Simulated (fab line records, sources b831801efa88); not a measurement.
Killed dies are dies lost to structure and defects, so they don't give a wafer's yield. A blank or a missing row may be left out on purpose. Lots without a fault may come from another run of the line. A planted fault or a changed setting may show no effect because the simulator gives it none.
A struck lot beside a sound one | flow gf180mcu | 13 steps out of a route of 602
Sound: wafers L188.1, L188.3, L188.6. Struck: wafers L197.1, L197.2, L197.4. The cause comes at the end.
At each step with rows: each side's tool, then ch and its chambers, then its first start. Under that, the readings that differ: sound wafers | struck wafers | difference of the means | sigmas: that difference in standard deviations of wafers without a fault.
alike: readings whose means differ by less than 2 such deviations, and words and numbers that are the same on both sides. not compared: withheld readings, readings that some wafer has no value for, bounds like >300 that may hide the same value, and numbers for which the record gives no deviation and whose values overlap.
The two part at a step that has a row with sigmas, a row that says differs or no value, or rows on one side only. Numbers that don't overlap but have no deviation are shown without sigmas and don't part them. A reading that every wafer of one side lacks parts them only if that side has two wafers or more.

GF_V2_CD_MEAS_14: target cd 260 nm.
  sound on cd_sem-01, day 22 04:08; struck on cd_sem-01, day 25 03:48
  alike: cd_nm
GF_V2_OVL_MEAS_15:
  sound on overlay-02, day 22 04:15; struck on overlay-01, day 25 03:55
  alike: V2_OVL
GF_V2_ETCH_16: etches BARC in N2/H2.
  sound on rie_diel-04 ch 1,2, day 22 04:17; struck on rie_diel-02 ch 0,2,3, day 25 03:57
  alike: bias_w, drypump_motor_current_A, oes_product_au, throttle_valve_pct
GF_V2_ETCH_17: etches SiO2 in C4F8/O2/Ar, stops on TiN, target depth 630 nm.
  sound on rie_diel-04 ch 1,2; struck on rie_diel-02 ch 0,2,3
  alike: bias_w, oes_product_au
GF_V2_STRIP_18: strips in O2/N2.
  sound on plasma_asher-04 ch 0,1, day 22 04:25; struck on plasma_asher-02 ch 0,1, day 25 04:05
  alike: drypump_motor_current_A, heater_power_w, oes_product_au
  not compared: rf_hours_counter_h
then, 3 steps without rows for these wafers: GF_V2_STRIP_19 (strips in post etch residue remover, time 1200 s); GF_V2_CLEAN_20 (cleans in DIW); GF_V2_SPUTTER_21 (material Ti, target thk 15 nm, time 80.02 s).
GF_V2_SPUTTER_22: material TiN, target thk 10 nm, time 40 s.
  sound on pvd_sputter-04, day 22 05:01; struck on pvd_sputter-02, day 25 04:41
  alike: throttle_valve_pct
GF_V2_CVD_23: deposits W, target thk 350 nm, time 104.94 s.
  sound on cvd_w-02 ch 0,1, day 22 05:03; struck on cvd_w-01 ch 0,1, day 25 04:43
  reading            | sound       | struck      | difference | sigmas
  heater_power_w (W) | 787 725 761 | 824 918 930 | +133       | +2
GF_V2_RS_MEAS_24: measures by four-point-probe.
  sound on film_metro-03, day 22 05:10; struck on film_metro-02, day 25 04:50
  alike: V2_W_RS
GF_V2_THK_MEAS_25: measures by xrf.
  sound on film_metro-03, day 22 05:17; struck on film_metro-02, day 25 04:57
  reading       | sound       | struck      | difference | sigmas
  V2_W_THK (nm) | 376 382 379 | 356 358 353 | -23        | -3
GF_V2_CMP_26: polishes, stops on SiO2, t overpolish 15 s, target thk 0 nm.
  sound on cmp-02 ch 0,2,3, day 22 05:26; struck on cmp-02 ch 1,2,3, day 25 05:01
  no value came back on the struck wafers for any of 5 readings (edge_zone_pressure_frac, head_pressure_psi (psi) and others); on the sound wafers edge_zone_pressure_frac reads 1.000 0.996 0.994
  reading                             | sound             | struck            | difference | sigmas
  model.W_of_V2_CVD_23.thk_nm (nm)    | 0 0 0             | 347.1 351.1 345.7 | +348.0     |
  model.SiO2_of_V2_CVD_02.thk_nm (nm) | 627.1 628.2 627.1 | 632.7 633.8 631.8 | +5.3       |

WHERE THEY PART
First at GF_V2_CVD_23; last, within this record, at GF_V2_CMP_26.

WHY: what the simulator had put in
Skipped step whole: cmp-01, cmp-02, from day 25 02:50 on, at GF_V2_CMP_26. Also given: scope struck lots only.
